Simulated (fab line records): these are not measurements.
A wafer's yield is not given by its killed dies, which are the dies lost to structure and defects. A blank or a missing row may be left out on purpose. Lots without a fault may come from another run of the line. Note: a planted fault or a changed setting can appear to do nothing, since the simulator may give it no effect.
A sampling plan put to the test    flow sky130    one fab line, 16 faults that these records tell of, each judged on the records of the lots that it struck
Plan = the line's own looks (route steps where a gauge or an inspection reads the wafer without altering it). A look can be judged if struck wafers have a number there and the file gives its usual mean and standard deviation on fault-free wafers. Caught: the struck wafers' mean, at a look after the fault's first step, is 4 or more of those standard deviations (sigma) away from the usual mean. On the tool: the fault's steps, tested the same way using the tool's own readings. Caught also covers a different recipe on the struck wafers, or a record left blank for those wafers only.

THE FAULTS, as the simulator had put them in
1. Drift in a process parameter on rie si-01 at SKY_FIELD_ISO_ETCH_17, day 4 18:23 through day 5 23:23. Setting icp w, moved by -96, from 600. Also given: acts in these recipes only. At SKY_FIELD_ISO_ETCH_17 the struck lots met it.
2. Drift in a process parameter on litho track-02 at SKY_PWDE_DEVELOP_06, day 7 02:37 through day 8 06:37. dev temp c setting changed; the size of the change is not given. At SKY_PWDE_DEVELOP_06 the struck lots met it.
3. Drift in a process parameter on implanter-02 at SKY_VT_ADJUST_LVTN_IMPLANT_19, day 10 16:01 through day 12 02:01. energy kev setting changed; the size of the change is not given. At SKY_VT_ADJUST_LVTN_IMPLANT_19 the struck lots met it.
4. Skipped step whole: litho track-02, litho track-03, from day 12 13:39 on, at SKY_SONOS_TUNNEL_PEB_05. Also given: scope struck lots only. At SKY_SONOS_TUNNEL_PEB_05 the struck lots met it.
5. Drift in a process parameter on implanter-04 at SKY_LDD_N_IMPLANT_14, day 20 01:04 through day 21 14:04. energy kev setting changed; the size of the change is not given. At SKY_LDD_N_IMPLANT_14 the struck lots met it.
6. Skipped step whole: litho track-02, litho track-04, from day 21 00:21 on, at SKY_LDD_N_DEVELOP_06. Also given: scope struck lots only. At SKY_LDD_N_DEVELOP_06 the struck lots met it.
7. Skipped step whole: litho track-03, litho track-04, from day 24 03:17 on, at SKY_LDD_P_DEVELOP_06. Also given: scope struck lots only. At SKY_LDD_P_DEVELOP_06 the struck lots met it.
8. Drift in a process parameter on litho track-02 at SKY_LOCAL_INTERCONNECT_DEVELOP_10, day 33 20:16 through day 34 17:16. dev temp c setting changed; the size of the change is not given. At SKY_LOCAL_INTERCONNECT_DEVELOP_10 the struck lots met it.
9. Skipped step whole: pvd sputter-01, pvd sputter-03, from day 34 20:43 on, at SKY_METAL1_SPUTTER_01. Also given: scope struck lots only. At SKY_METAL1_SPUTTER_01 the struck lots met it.
10. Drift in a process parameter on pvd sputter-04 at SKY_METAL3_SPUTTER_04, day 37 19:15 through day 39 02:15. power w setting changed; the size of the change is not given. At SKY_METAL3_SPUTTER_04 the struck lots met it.
11. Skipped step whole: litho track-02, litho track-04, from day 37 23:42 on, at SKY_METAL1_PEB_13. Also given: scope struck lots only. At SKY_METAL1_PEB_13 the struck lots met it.
12. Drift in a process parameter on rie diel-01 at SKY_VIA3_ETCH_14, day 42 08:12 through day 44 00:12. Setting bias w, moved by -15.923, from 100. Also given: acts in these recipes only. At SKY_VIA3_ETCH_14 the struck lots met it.
13. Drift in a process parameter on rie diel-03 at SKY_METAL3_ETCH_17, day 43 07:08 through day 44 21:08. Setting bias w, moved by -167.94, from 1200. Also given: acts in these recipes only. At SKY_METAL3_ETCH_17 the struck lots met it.
14. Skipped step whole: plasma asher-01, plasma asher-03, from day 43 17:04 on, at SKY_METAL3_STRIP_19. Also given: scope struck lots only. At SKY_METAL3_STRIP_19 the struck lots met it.
15. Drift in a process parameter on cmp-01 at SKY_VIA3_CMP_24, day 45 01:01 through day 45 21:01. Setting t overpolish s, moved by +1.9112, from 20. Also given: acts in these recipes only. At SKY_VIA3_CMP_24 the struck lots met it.
16. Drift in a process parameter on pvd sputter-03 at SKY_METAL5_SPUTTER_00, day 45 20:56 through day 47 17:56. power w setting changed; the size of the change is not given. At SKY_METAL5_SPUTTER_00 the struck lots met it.

WHAT THE PLAN SAW
fault  on the tool itself                                first look that catches it                       reading, sigma  median hours from its first step to that look  hours from the fault's start to the first struck lot there  judged looks passed uncaught
1      rf fwd power W -41 sigma                          none of the 3 looks that can be judged after it  -               -                                              -                                                           3
2      developer temp C +10 sigma                        not the one look that can be judged after it     -               -                                              -                                                           1
3      beam energy keV +68 sigma                         not the one look that can be judged after it     -               -                                              -                                                           1
4      no reading that can be judged                     not the one look that can be judged after it     -               -                                              -                                                           1
5      beam energy keV -99 or beyond sigma               no look after it can be judged                   -               -                                              -                                                           0
6      the tool's record is blank for the struck wafers  no look after it can be judged                   -               -                                              -                                                           0
7      the tool's record is blank for the struck wafers  none of the 2 looks that can be judged after it  -               -                                              -                                                           2
8      developer temp C +21 sigma                        no look after it can be judged                   -               -                                              -                                                           0
9      the tool's record is blank for the struck wafers  no look after it can be judged                   -               -                                              -                                                           0
10     cathode dc power W -99 or beyond sigma            no look after it can be judged                   -               -                                              -                                                           0
11     no reading that can be judged                     no look after it can be judged                   -               -                                              -                                                           0
12     bias w -47 sigma                                  no look after it can be judged                   -               -                                              -                                                           0
13     bias w -46 sigma                                  no look after it can be judged                   -               -                                              -                                                           0
14     the tool's record is blank for the struck wafers  no look after it can be judged                   -               -                                              -                                                           0
15     overpolish run s +99 or beyond sigma              no look after it can be judged                   -               -                                              -                                                           0
16     cathode dc power W -99 or beyond sigma            no look after it can be judged                   -               -                                              -                                                           0
A dash: this means the fault isn't caught or the number doesn't appear in these records.

Caught at a look: 0 of 16. Caught on the tool: 14 of 16. By one or the other: 14 of 16.
Faults 1, 2, 3, 5, 6, 7, 8, 9, 10, 12, 13, 14, 15, 16 were caught on the tool alone.
Caught by neither: faults 4, 11.
